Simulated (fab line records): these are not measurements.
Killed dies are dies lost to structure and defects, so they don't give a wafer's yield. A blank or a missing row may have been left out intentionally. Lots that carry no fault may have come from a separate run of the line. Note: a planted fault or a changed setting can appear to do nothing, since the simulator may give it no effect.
Which tool did it? + flow sky130 + 10 lots with 30 wafers sampled at 3 steps, on a route of 708 steps

## WHAT THE GAUGES SHOWED, per wafer
SKY_LDD_N_OVL_MEAS_07.
| lot  | measured     | on         | LDD_N_OVL (nm) |
|------|--------------|------------|----------------|
| L572 | day 18 02:50 | overlay-02 | -0.8 -0.9 -1.6 |
| L573 | day 18 11:41 | overlay-02 | -2.0 -1.2 -2.1 |
| L574 | day 18 22:25 | overlay-01 | -0.3 1.7 0.3   |
| L575 | day 19 02:12 | overlay-01 | -1.7 -1.5 -0.4 |
| L576 | day 19 17:33 | overlay-01 | 0.7 -0.2 0.6   |
| L580 | day 22 03:54 | overlay-02 | -1.1 0.9 0.0   |
| L581 | day 22 07:42 | overlay-02 | -0.4 -1.0 -0.5 |
| L582 | day 22 12:15 | overlay-02 | -0.2 0.4 -2.4  |
| L584 | day 22 19:59 | overlay-01 | 1.0 0.8 2.5    |
| L583 | day 22 21:15 | overlay-01 | -2.1 -1.2 -0.8 |

## WHAT TOOL EACH LOT RAN ON (gives the tool, then ch and the chambers of the sampled wafers, and finally the start)
| lot  | SKY_POLY_GATE_ETCH_15              | SKY_POLY_GATE_ETCH_17            |
|------|------------------------------------|----------------------------------|
| L572 | rie-diel-02 ch 0,1,2, day 16 19:17 | rie-si-02 ch 0,2, day 16 19:28   |
| L573 | rie-diel-03 ch 1,2,3, day 17 01:08 | rie-si-01 ch 1,2,3, day 17 01:19 |
| L574 | rie-diel-02 ch 0,1,2, day 17 12:35 | rie-si-02 ch 1,2,3, day 17 12:46 |
| L575 | rie-diel-02 ch 1,2,3, day 17 17:46 | rie-si-02 ch 0,2, day 17 17:56   |
| L576 | rie-diel-01 ch 1,2,3, day 18 07:59 | rie-si-02 ch 0,1,3, day 18 08:10 |
| L580 | rie-diel-03 ch 1,2,3, day 20 17:59 | rie-si-02 ch 1,3, day 20 18:10   |
| L581 | rie-diel-03 ch 0,1,3, day 20 21:55 | rie-si-02 ch 1,2,3, day 20 22:05 |
| L582 | rie-diel-01 ch 0,2,3, day 21 03:05 | rie-si-02 ch 1,2,3, day 21 03:16 |
| L584 | rie-diel-01 ch 0,2,3, day 21 10:34 | rie-si-02 ch 1,2, day 21 10:44   |
| L583 | rie-diel-02 ch 1,2,3, day 21 11:43 | rie-si-02 ch 2,3, day 21 11:53   |
- SKY_POLY_GATE_ETCH_15: etches BARC in N2/H2, stops on SiO2, time 118.5 s, target depth 110 nm.
- SKY_POLY_GATE_ETCH_17: etches poly-Si in HBr/Cl2, stops on SiO2, target depth 180 nm, time 70.5 s.

## THE ANSWER, worked out from the rows above alone
Rule: usual is defined by the lots themselves. Put in order of their means at a reading, lots are off if they are a third of the lots or fewer, leave a main group of 4 or more, and stand apart from it by a gap of 3 or more times the standard deviation of the main group's means; of several such gaps the widest counts. Not used: any main group whose means are identical at the precision the tables above print for the reading. Also off: a lot with no number at a reading for which 4 or more lots have one. The other lots that the step has rows for count as sound.
Across all readings shown, no lot is off: no conclusion can be drawn from this.

## WHAT THE SIMULATOR HAD PUT IN
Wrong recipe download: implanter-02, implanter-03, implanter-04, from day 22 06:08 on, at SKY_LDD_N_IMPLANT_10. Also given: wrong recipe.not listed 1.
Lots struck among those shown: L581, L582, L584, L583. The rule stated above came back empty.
